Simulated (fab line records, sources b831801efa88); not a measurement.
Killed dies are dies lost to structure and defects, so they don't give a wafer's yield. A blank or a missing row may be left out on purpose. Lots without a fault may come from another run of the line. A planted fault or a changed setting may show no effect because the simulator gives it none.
Split-lot experiment | flow gf180mcu | 5 lots, 23 wafers read, on a route of 602 steps

THE SPLIT
At GF_V4_CVD_23 (deposits W, target thk 350 nm, time 104.9 s), the setting pressure_torr was moved away from the recipe's 40 Torr on 10 of the 23 wafers read, by -10.6% to +12.7%. The other wafers ran this setting at the recipe's value.

FROM THE SPLIT TO THE READING: what the file shows between them, 1 step
- GF_V4_RS_MEAS_24: measures by four-point-probe

THE READING
V4_W_THK, in nm, at GF_V4_THK_MEAS_25 (measures by xrf). Fault-free wafers of this fab line usually give 351 nm, standard deviation 4.4 nm.

wafer  | tool, chamber at the split | pressure_torr as run, Torr | against the recipe | V4_W_THK, nm | against lot-mates on the recipe
L079.2 | cvd_w-02, 0                | 40                         | recipe             | 353          | -
L079.3 | cvd_w-02, 1                | 40                         | recipe             | 352          | -
L079.4 | cvd_w-02, 0                | 40                         | recipe             | 356          | -
L079.5 | cvd_w-02, 1                | 40                         | recipe             | 352          | -
L079.6 | cvd_w-02, 0                | 40                         | recipe             | 352          | -
L080.2 | cvd_w-01, 0                | 40                         | recipe             | 349          | -
L080.5 | cvd_w-01, 1                | 40                         | recipe             | 350          | -
L080.6 | cvd_w-01, 0                | 40                         | recipe             | 355          | -
L081.1 | cvd_w-02, 0                | 45.08                      | +12.7%             | 374          | no lot-mate on the recipe
L081.2 | cvd_w-02, 1                | 45.08                      | +12.7%             | 374          | no lot-mate on the recipe
L081.3 | cvd_w-02, 1                | 45.08                      | +12.7%             | 375          | no lot-mate on the recipe
L081.4 | cvd_w-02, 0                | 45.08                      | +12.7%             | 375          | no lot-mate on the recipe
L081.5 | cvd_w-02, 0                | 45.08                      | +12.7%             | 376          | no lot-mate on the recipe
L082.1 | cvd_w-01, 1                | 35.74                      | -10.6%             | 330          | no lot-mate on the recipe
L082.2 | cvd_w-01, 0                | 35.74                      | -10.6%             | 327          | no lot-mate on the recipe
L082.3 | cvd_w-01, 1                | 35.74                      | -10.6%             | 331          | no lot-mate on the recipe
L082.5 | cvd_w-01, 1                | 35.74                      | -10.6%             | 329          | no lot-mate on the recipe
L082.6 | cvd_w-01, 0                | 35.74                      | -10.6%             | 330          | no lot-mate on the recipe
L084.1 | cvd_w-01, 0                | 40                         | recipe             | 358          | -
L084.2 | cvd_w-01, 1                | 40                         | recipe             | 356          | -
L084.4 | cvd_w-01, 1                | 40                         | recipe             | 360          | -
L084.5 | cvd_w-01, 1                | 40                         | recipe             | 360          | -
L084.6 | cvd_w-01, 0                | 40                         | recipe             | 358          | -

THE FIT
A straight line over all 23 wafers: V4_W_THK changes by +1.92 nm for each +1% of pressure_torr; r = +0.97; the points scatter about the line by 3.7 nm.
Too few moved wafers have a lot-mate on the recipe to fit a line with each lot's own level taken away.

THE WHOLE CHAIN: every reading that the file lists as answering this split, in the file's order
step              | what it does                                | reading                                                                | change (the file's fit)              | r (the file's)
GF_V4_CVD_23      | deposits W, target thk 350 nm, time 104.9 s | W_of_V4_CVD_23.thk_nm (the simulator's own value, which no gauge read) | +1.66 nm for each +1% of the setting | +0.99
GF_V4_RS_MEAS_24  | measures by four-point-probe                | V4_W_RS                                                                | -0.00157 for each +1% of the setting | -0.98
GF_V4_THK_MEAS_25 | measures by xrf                             | V4_W_THK                                                               | +1.92 for each +1% of the setting    | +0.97

THE FILE'S OWN FIT
V4_W_THK changes by +1.92 nm for each +1% of pressure_torr, r = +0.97.
